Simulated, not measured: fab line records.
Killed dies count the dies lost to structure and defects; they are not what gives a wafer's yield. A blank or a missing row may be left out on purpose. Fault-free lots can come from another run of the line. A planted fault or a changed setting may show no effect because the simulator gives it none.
The tool behind it: which one? / flow gf180mcu / route of 602 steps, sampled at 1 step: 11 lots, 33 wafers

== WHAT THE GAUGES SHOWED, per wafer ==
GF_M5_CD_MEAS_07 targets a cd of 280 nm.
lot=L934; measured=day 26 16:07; on=cd_sem-02; cd_nm (nm)=281.8 281.3 281.7
lot=L936; measured=day 27 10:02; on=cd_sem-02; cd_nm (nm)=280.3 280.6 280.2
lot=L937; measured=day 27 14:58; on=cd_sem-02; cd_nm (nm)=280.8 280.2 281.4
lot=L938; measured=day 28 00:04; on=cd_sem-02; cd_nm (nm)=279.1 280.1 279.7
lot=L939; measured=day 28 04:33; on=cd_sem-02; cd_nm (nm)=280.0 281.3 281.2
lot=L945; measured=day 30 03:43; on=cd_sem-01; cd_nm (nm)=281.1 281.5 280.9
lot=L948; measured=day 30 22:46; on=cd_sem-01; cd_nm (nm)=280.1 278.8 279.3
lot=L951; measured=day 31 16:10; on=cd_sem-02; cd_nm (nm)=280.1 278.6 278.6
lot=L952; measured=day 31 21:16; on=cd_sem-02; cd_nm (nm)=279.2 280.6 279.6
lot=L953; measured=day 32 00:53; on=cd_sem-01; cd_nm (nm)=278.2 279.0 278.1
lot=L956; measured=day 32 23:48; on=cd_sem-02; cd_nm (nm)=278.5 278.6 278.2

== EACH LOT AND THE TOOL THAT RAN IT (in order: tool; ch and the chambers of the sampled wafers; start) ==
There is no process step in the record ahead of these readings.

== AS READ BY THE TOOLS THEMSELVES (means over the sampled wafers that have a number; for cases with no such wafer, the mark the record gives instead) ==
The record holds no such reading with a usual standard deviation.

== THE ANSWER, worked out from the rows above alone ==
Rule: what is usual is taken from the lots themselves. Put in order of their means at a reading, lots are off if they are a third of the lots or fewer, leave a main group of 4 or more, and stand apart from it by a gap of 3 or more times the standard deviation of the main group's means; of several such gaps the widest counts. A main group is skipped when, at the precision printed for the reading in the tables above, its means are all equal. A lot without any number at a reading at which 4 lots or more have one is off too. Any other lot the step has rows for is counted as sound. The gauges are gone through in route order, then the tools' own readings, and for those a lot's mean is taken as printed above. At the first step where some lot is off, the reading lying furthest off is the one used; lots without a number count as furthest.
Nothing can be told from this: no lot is off at any reading shown.

== WHAT THE SIMULATOR HAD PUT IN ==
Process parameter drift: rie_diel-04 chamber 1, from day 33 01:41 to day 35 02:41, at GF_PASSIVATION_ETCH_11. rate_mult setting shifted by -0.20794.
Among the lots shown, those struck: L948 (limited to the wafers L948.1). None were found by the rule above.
